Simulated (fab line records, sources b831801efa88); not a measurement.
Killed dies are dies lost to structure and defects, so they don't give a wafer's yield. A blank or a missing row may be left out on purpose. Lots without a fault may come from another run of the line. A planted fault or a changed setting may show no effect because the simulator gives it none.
Which tool did it? | flow gf180mcu | 12 lots, 36 wafers sampled, at 3 steps of a route of 602

WHAT THE GAUGES READ, wafer by wafer
GF_TOP_METAL_OVL_MEAS_15. Usual: TOP_METAL_OVL 0.0 nm, standard deviation 1.5.
lot  | measured     | on         | TOP_METAL_OVL (nm) | flag
L222 | day 28 21:31 | overlay-01 | -1.1 -1.2 -2.1     |
L223 | day 29 04:17 | overlay-02 | -2.2 -2.3 -1.8     |
L224 | day 29 07:02 | overlay-01 | 0.4 -1.1 -0.1      |
L225 | day 29 13:38 | overlay-02 | -1.8 -0.4 -0.7     |
L229 | day 31 01:38 | overlay-02 | 0.0 -0.7 0.2       |
L234 | day 32 02:02 | overlay-01 | 3.5 2.5 1.6        |
L236 | day 32 13:50 | overlay-01 | -0.6 0.0 -0.2      |
L237 | day 32 15:41 | overlay-02 | -2.2 -0.3 -0.2     |
L239 | day 33 13:25 | overlay-01 | 0.8 -0.1 -0.4      |
L240 | day 33 14:38 | overlay-01 | 2.5 1.4 1.6        |
L241 | day 33 17:52 | overlay-01 | 2.7 2.0 1.8        |
L242 | day 34 00:44 | overlay-01 | 2.2 1.3 1.8        |

GF_PASSIVATION_THK_MEAS_03. Usual: PASSIVATION_CVD_02_THK 700 nm, standard deviation 9.5.
lot  | measured     | on            | PASSIVATION_CVD_02_THK (nm) | flag
L222 | day 28 22:41 | film_metro-03 | 694 711 708                 |
L223 | day 29 05:28 | film_metro-02 | 698 684 714                 |
L224 | day 29 08:14 | film_metro-02 | 696 703 701                 |
L225 | day 29 14:49 | film_metro-01 | 704 682 719                 |
L229 | day 31 02:50 | film_metro-01 | 687 700 700                 |
L234 | day 32 03:12 | film_metro-01 | 701 718 710                 |
L236 | day 32 15:11 | film_metro-03 | 695 703 687                 |
L237 | day 32 17:02 | film_metro-03 | 696 703 704                 |
L239 | day 33 14:37 | film_metro-01 | 685 695 699                 |
L240 | day 33 15:49 | film_metro-01 | 693 705 699                 |
L241 | day 33 19:03 | film_metro-03 | 702 707 705                 |
L242 | day 34 02:01 | film_metro-03 | 698 702 710                 |

WHICH TOOL RAN EACH LOT (tool, then ch and the chambers of the sampled wafers, then the start)
lot  | GF_MIM_STRIP_20
L222 | plasma_asher-02 ch 0,1, day 26 05:55
L223 | plasma_asher-02 ch 0,1, day 26 13:28
L224 | plasma_asher-02 ch 0,1, day 26 16:13
L225 | plasma_asher-02 ch 0, day 26 23:13
L229 | plasma_asher-02 ch 0, day 28 14:07
L234 | plasma_asher-03 ch 0,1, day 29 16:59
L236 | plasma_asher-02 ch 0,1, day 30 06:10
L237 | plasma_asher-01 ch 0,1, day 30 06:49
L239 | plasma_asher-02 ch 0,1, day 31 07:34
L240 | plasma_asher-03 ch 0,1, day 31 10:22
L241 | plasma_asher-03 ch 0,1, day 31 14:56
L242 | plasma_asher-03 ch 0,1, day 31 21:14
- GF_MIM_STRIP_20: strips in O2/N2.

WHAT THE TOOLS THEMSELVES READ (means of the sampled wafers that have a number; where no wafer has one, the mark that the record gives instead)
GF_MIM_STRIP_20. Usual: chamber_pressure_mTorr 1500.3 mTorr, standard deviation 1.4; drypump_motor_current_A 6.0 A, standard deviation 0.54; heater_power_w 331 W, standard deviation 29; oes_product_au 0.692 a.u., standard deviation 0.005; strip_time_to_endpoint_s 11.23 s, standard deviation 0.037.
lot  | tool            | chamber_pressure_mTorr (mTorr) | drypump_motor_current_A (A) | heater_power_w (W) | oes_product_au (a.u.) | strip_time_to_endpoint_s (s) | flag
L222 | plasma_asher-02 | 1500.1                         | 5.7                         | 323                | 0.691                 | 11.22                        |
L223 | plasma_asher-02 | 1499.5                         | 6.2                         | 317                | 0.692                 | 11.26                        |
L224 | plasma_asher-02 | 1499.9                         | 6.1                         | 309                | 0.690                 | 11.27                        |
L225 | plasma_asher-02 | 1502.0                         | 5.3                         | 333                | 0.694                 | 11.26                        |
L229 | plasma_asher-02 | 1501.2                         | 5.3                         | 335                | 0.695                 | 11.27                        |
L234 | plasma_asher-03 | 1500.5                         | 6.2                         | 358                | 0.693                 | 11.26                        |
L236 | plasma_asher-02 | 1500.6                         | 6.2                         | 315                | 0.693                 | 11.21                        |
L237 | plasma_asher-01 | 1500.4                         | 5.9                         | 305                | 0.691                 | 11.20                        |
L239 | plasma_asher-02 | 1500.3                         | 6.2                         | 314                | 0.690                 | 11.18                        |
L240 | plasma_asher-03 | 1500.2                         | 6.5                         | 364                | 0.691                 | 11.23                        |
L241 | plasma_asher-03 | 1501.3                         | 6.2                         | 360                | 0.692                 | 11.27                        |
L242 | plasma_asher-03 | 1499.6                         | 6.5                         | 355                | 0.693                 | 11.26                        |

THE ANSWER, worked out from the rows above alone
Rule: a lot is off if the mean of its wafers that have a number lies more than 3 standard deviations from the usual mean. A lot without any number at a reading at which 4 lots or more have one is off too. The other lots that the step has rows for count as sound. The gauges are gone through in route order, then the tools' own readings, and for those a lot's mean is taken as printed above. The first step at which some lot is off is used, and at that step the reading that is off furthest; a lot without a number counts as furthest.
No lot is off at any reading shown: from this, nothing can be told.

WHAT THE SIMULATOR HAD PUT IN
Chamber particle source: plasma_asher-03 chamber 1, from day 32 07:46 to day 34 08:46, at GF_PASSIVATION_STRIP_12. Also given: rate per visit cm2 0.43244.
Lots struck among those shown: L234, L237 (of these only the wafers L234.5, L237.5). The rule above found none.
